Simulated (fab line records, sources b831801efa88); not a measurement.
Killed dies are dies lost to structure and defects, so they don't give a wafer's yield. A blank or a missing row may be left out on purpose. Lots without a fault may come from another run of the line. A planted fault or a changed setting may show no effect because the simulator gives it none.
Which tool did it? | flow sky130 | 12 lots, 36 wafers sampled, at 5 steps of a route of 708

WHAT THE GAUGES READ, wafer by wafer
The record holds no reading of a measuring or inspecting step that can be judged against a usual standard deviation.

WHICH TOOL RAN EACH LOT (tool, then ch and the chambers of the sampled wafers, then the start)
lot  | SKY_METAL2_COAT_09                | SKY_METAL2_DESCUM_17              | SKY_METAL2_STRIP_20                  | SKY_VIA2_CMP_02               | SKY_PAD_OPEN_PROBE_99
L216 | litho_track-01 ch 0, day 34 13:42 | rie_metal-03 ch 0,1, day 35 03:11 | plasma_asher-04 ch 0,1, day 35 03:23 | cmp-02 ch 0,1,2, day 35 04:15 | prober-02, day 45 21:01
L217 | litho_track-04 ch 0, day 34 16:25 | rie_metal-02 ch 0,1, day 35 05:50 | plasma_asher-01 ch 0,1, day 35 06:02 | cmp-02 ch 1,2,3, day 35 06:49 | prober-01, day 45 21:10
L220 | litho_track-04 ch 0, day 36 04:19 | rie_metal-01 ch 0,1, day 36 18:17 | plasma_asher-04 ch 0,1, day 36 18:29 | cmp-02 ch 0,1, day 36 19:19   | prober-01, day 47 00:24
L223 | litho_track-02 ch 0, day 38 17:08 | rie_metal-03 ch 0,1, day 39 07:07 | plasma_asher-04 ch 0,1, day 39 07:18 | cmp-02 ch 1,3, day 39 08:16   | prober-02, day 48 22:30
L222 | litho_track-04 ch 0, day 38 20:52 | rie_metal-01 ch 0,1, day 39 10:40 | plasma_asher-03 ch 0,1, day 39 10:51 | cmp-01 ch 1,2,3, day 39 11:43 | prober-01, day 49 03:37
L228 | litho_track-02 ch 0, day 38 22:07 | rie_metal-02 ch 0,1, day 39 12:01 | plasma_asher-04 ch 0,1, day 39 12:12 | cmp-01 ch 0,1,3, day 39 13:11 | prober-02, day 49 06:40
L230 | litho_track-02 ch 0, day 39 00:35 | rie_metal-02 ch 0,1, day 39 13:28 | plasma_asher-01 ch 0,1, day 39 13:39 | cmp-02 ch 0,1,2, day 39 14:32 | prober-01, day 49 08:07
L233 | litho_track-02 ch 0, day 39 18:28 | rie_metal-01 ch 0, day 40 07:41   | plasma_asher-04 ch 1, day 40 07:53   | cmp-02 ch 0,2,3, day 40 08:53 | prober-01, day 49 19:27
L234 | litho_track-02 ch 0, day 40 08:26 | rie_metal-02 ch 0,1, day 40 20:01 | plasma_asher-01 ch 0,1, day 40 20:16 | cmp-01 ch 0,1,2, day 40 21:09 | prober-02, day 50 02:54
L236 | litho_track-01 ch 0, day 40 14:18 | rie_metal-02 ch 0,1, day 41 01:46 | plasma_asher-03 ch 0, day 41 02:01   | cmp-02 ch 1,2,3, day 41 03:19 | prober-02, day 50 08:22
L237 | litho_track-04 ch 0, day 42 00:58 | rie_metal-01 ch 0,1, day 42 13:58 | plasma_asher-01 ch 0, day 42 14:09   | cmp-02 ch 1,2, day 42 14:56   | prober-02, day 51 05:44
L238 | litho_track-01 ch 0, day 42 01:36 | rie_metal-03 ch 0,1, day 42 14:19 | plasma_asher-03 ch 0,1, day 42 14:30 | cmp-02 ch 1,2,3, day 42 15:17 | prober-01, day 51 07:02
- SKY_METAL2_COAT_09: resist thk 60 nm.
- SKY_METAL2_DESCUM_17: chemistry O2, time 8 s.
- SKY_METAL2_STRIP_20: strips in O2/N2.
- SKY_VIA2_CMP_02: polishes SiO2.
- SKY_PAD_OPEN_PROBE_99

WHAT THE TOOLS THEMSELVES READ (means of the sampled wafers that have a number; where no wafer has one, the mark that the record gives instead)
SKY_METAL2_COAT_09. Usual: dispense_pressure_kPa 50.0 kPa, standard deviation 0.97; spin_speed_rpm 2999.6 rpm, standard deviation 2.2.
lot  | tool           | dispense_pressure_kPa (kPa) | spin_speed_rpm (rpm) | flag
L216 | litho_track-01 | 50.5                        | 3002.4               |
L217 | litho_track-04 | 51.1                        | 3002.3               |
L220 | litho_track-04 | 51.1                        | 2997.3               |
L223 | litho_track-02 | 48.9                        | 2999.2               |
L222 | litho_track-04 | 51.2                        | 3001.3               |
L228 | litho_track-02 | 48.9                        | 2999.2               |
L230 | litho_track-02 | 48.9                        | 3001.0               |
L233 | litho_track-02 | 48.9                        | 2950.9               | OFF
L234 | litho_track-02 | 48.9                        | 2951.1               | OFF
L236 | litho_track-01 | 50.5                        | 2998.8               |
L237 | litho_track-04 | 51.1                        | 3000.0               |
L238 | litho_track-01 | 50.5                        | 2999.4               |

SKY_METAL2_DESCUM_17. Usual: drypump_motor_current_A 5.9 A, standard deviation 0.73; oes_product_au 0.999 a.u., standard deviation 0.017; temp_c 40.02 C, standard deviation 0.11.
lot  | tool         | drypump_motor_current_A (A) | oes_product_au (a.u.) | temp_c (C) | flag
L216 | rie_metal-03 | 6.0                         | 1.010                 | 40.12      |
L217 | rie_metal-02 | 6.2                         | 0.978                 | 40.03      |
L220 | rie_metal-01 | 6.1                         | 0.994                 | 40.00      |
L223 | rie_metal-03 | 6.0                         | 1.022                 | 40.03      |
L222 | rie_metal-01 | 6.1                         | 0.995                 | 39.96      |
L228 | rie_metal-02 | 5.8                         | 0.984                 | 40.19      |
L230 | rie_metal-02 | 5.8                         | 0.978                 | 40.11      |
L233 | rie_metal-01 | 6.8                         | 1.004                 | 39.98      |
L234 | rie_metal-02 | 5.8                         | 0.979                 | 39.91      |
L236 | rie_metal-02 | 6.2                         | 0.985                 | 39.98      |
L237 | rie_metal-01 | 6.1                         | 0.995                 | 40.12      |
L238 | rie_metal-03 | 6.0                         | 1.007                 | 39.91      |

SKY_METAL2_STRIP_20. Usual: drypump_motor_current_A 5.6 A, standard deviation 0.41; oes_product_au 0.344 a.u., standard deviation 0.0055; strip_time_to_endpoint_s 2.71 s, standard deviation 0.074.
lot  | tool            | drypump_motor_current_A (A) | oes_product_au (a.u.) | strip_time_to_endpoint_s (s) | flag
L216 | plasma_asher-04 | 6.1                         | 0.342                 | 2.66                         |
L217 | plasma_asher-01 | 5.1                         | 0.349                 | 2.81                         |
L220 | plasma_asher-04 | 6.1                         | 0.344                 | 2.71                         |
L223 | plasma_asher-04 | 5.9                         | 0.345                 | 2.61                         |
L222 | plasma_asher-03 | 5.4                         | 0.348                 | 2.71                         |
L228 | plasma_asher-04 | 6.1                         | 0.351                 | 2.82                         |
L230 | plasma_asher-01 | 5.3                         | 0.346                 | 2.76                         |
L233 | plasma_asher-04 | 6.2                         | 0.342                 | 2.70                         |
L234 | plasma_asher-01 | 5.2                         | 0.353                 | 2.82                         |
L236 | plasma_asher-03 | 5.5                         | 0.346                 | 2.77                         |
L237 | plasma_asher-01 | 5.5                         | 0.347                 | 2.72                         |
L238 | plasma_asher-03 | 5.4                         | 0.338                 | 2.61                         |

SKY_VIA2_CMP_02. Usual: motor_current_A 11.5 A, standard deviation 0.71; slurry_filter_dp_kPa 13.51 kPa, standard deviation 0.14; slurry_flow_ml_min 150.0, standard deviation 0.46.
lot  | tool   | motor_current_A (A) | slurry_filter_dp_kPa (kPa) | slurry_flow_ml_min | flag
L216 | cmp-02 | 11.4                | 13.56                      | 149.9              |
L217 | cmp-02 | 11.2                | 13.48                      | 150.6              |
L220 | cmp-02 | 11.6                | 13.41                      | 150.1              |
L223 | cmp-02 | 11.1                | 13.52                      | 149.9              |
L222 | cmp-01 | 11.4                | 13.60                      | 150.0              |
L228 | cmp-01 | 12.0                | 13.45                      | 150.0              |
L230 | cmp-02 | 11.2                | 13.52                      | 150.1              |
L233 | cmp-02 | 11.5                | 13.48                      | 149.8              |
L234 | cmp-01 | 11.8                | 13.43                      | 150.4              |
L236 | cmp-02 | 11.0                | 13.54                      | 150.0              |
L237 | cmp-02 | 10.6                | 13.53                      | 150.0              |
L238 | cmp-02 | 10.9                | 13.64                      | 150.2              |

SKY_PAD_OPEN_PROBE_99. Usual: defect_limited_yield 82.5 %, standard deviation 2; killed_at_M0_to_M3 43, standard deviation 7.3; killed_at_M4_up 3.5, standard deviation 2.2; killed_at_contacts 24, standard deviation 5.3; killed_at_front_end 15, standard deviation 4.2; killed_at_other 0.3, standard deviation 0.67; killed_dies 86, standard deviation 9.8; killed_open 47, standard deviation 7.2; killed_short 39, standard deviation 6.5; sort_bin_3_pad_short 0.9 %, standard deviation 0.42; sort_bin_5_function 10.4 %, standard deviation 1.5; sort_bin_6_memory 6.3 %, standard deviation 1.2; sort_n_pass 406, standard deviation 9.9; sort_yield_pct 82.5 %, standard deviation 2.
lot  | tool      | defect_limited_yield (%) | killed_at_M0_to_M3 | killed_at_M4_up | killed_at_contacts | killed_at_front_end | killed_at_other | killed_dies | killed_open | killed_short | sort_bin_3_pad_short (%) | sort_bin_5_function (%) | sort_bin_6_memory (%) | sort_n_pass | sort_yield_pct (%) | flag
L216 | prober-02 | 83.2                     | 39                 | 5.3             | 23                 | 16                  | 0.3             | 83          | 42          | 40           | 0.9                      | 10.0                    | 5.9                   | 409         | 83.2               |
L217 | prober-01 | 81.4                     | 46                 | 5.7             | 21                 | 18                  | 0.7             | 91          | 45          | 46           | 0.8                      | 11.3                    | 6.5                   | 401         | 81.4               |
L220 | prober-01 | 82.7                     | 44                 | 3.3             | 20                 | 17                  | 0.7             | 85          | 52          | 33           | 1.1                      | 9.8                     | 6.3                   | 407         | 82.7               |
L223 | prober-02 | 82.9                     | 38                 | 3.3             | 26                 | 17                  | 0.3             | 84          | 48          | 36           | 1.0                      | 9.8                     | 6.3                   | 408         | 82.9               |
L222 | prober-01 | 84.0                     | 43                 | 3.3             | 20                 | 12                  | 0.0             | 79          | 41          | 37           | 0.9                      | 9.3                     | 5.8                   | 413         | 84.0               |
L228 | prober-02 | 85.0                     | 40                 | 1.7             | 19                 | 14                  | 0.0             | 74          | 40          | 34           | 0.7                      | 8.6                     | 5.7                   | 418         | 85.0               |
L230 | prober-01 | 82.9                     | 37                 | 4.7             | 25                 | 17                  | 0.7             | 84          | 45          | 38           | 0.4                      | 10.1                    | 6.6                   | 408         | 82.9               |
L233 | prober-01 | 84.5                     | 38                 | 1.0             | 23                 | 14                  | 0.3             | 76          | 44          | 32           | 0.7                      | 8.8                     | 6.0                   | 416         | 84.5               |
L234 | prober-02 | 80.3                     | 55                 | 5.7             | 22                 | 14                  | 0.0             | 97          | 51          | 45           | 1.2                      | 11.5                    | 6.9                   | 395         | 80.3               |
L236 | prober-02 | 82.5                     | 45                 | 2.3             | 22                 | 16                  | 0.3             | 86          | 45          | 41           | 1.3                      | 10.4                    | 5.7                   | 406         | 82.5               |
L237 | prober-02 | 85.0                     | 40                 | 2.0             | 15                 | 16                  | 0.5             | 74          | 38          | 34           | 0.6                      | 8.8                     | 5.6                   | 418         | 85.0               |
L238 | prober-01 | 80.8                     | 48                 | 2.0             | 25                 | 20                  | 0.0             | 95          | 46          | 47           | 1.1                      | 11.1                    | 7.0                   | 397         | 80.8               |

THE ANSWER, worked out from the rows above alone
Rule: a lot is off if the mean of its wafers that have a number lies more than 3 standard deviations from the usual mean. A lot without any number at a reading at which 4 lots or more have one is off too. The other lots that the step has rows for count as sound. The gauges are gone through in route order, then the tools' own readings, and for those a lot's mean is taken as printed above. The first step at which some lot is off is used, and at that step the reading that is off furthest; a lot without a number counts as furthest.
Off: L233, L234, at SKY_METAL2_COAT_09 (spin_speed_rpm).
A tool fits if, at that step or a process step before it, it ran every lot that is off, and no sound lot after the first of them. One fits: litho_track-02 at SKY_METAL2_COAT_09. Its last sound lot is L230 (day 39 00:35), its first lot that is off L233 (day 39 18:28): a fault that began between those two fits.
The tool's own readings at SKY_METAL2_COAT_09 bear it out: on the lots that are off they differ by more than 5 times the standard deviation of the sound lots' means. spin_speed_rpm reads 2951.0 rpm there against 3000.1 rpm on the sound lots.

WHAT THE SIMULATOR HAD PUT IN
Process parameter drift: litho_track-02, from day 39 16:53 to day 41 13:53, at SKY_METAL2_COAT_09. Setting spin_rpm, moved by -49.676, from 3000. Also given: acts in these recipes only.
Lots struck among those shown: L233, L234. The rule above found the same.
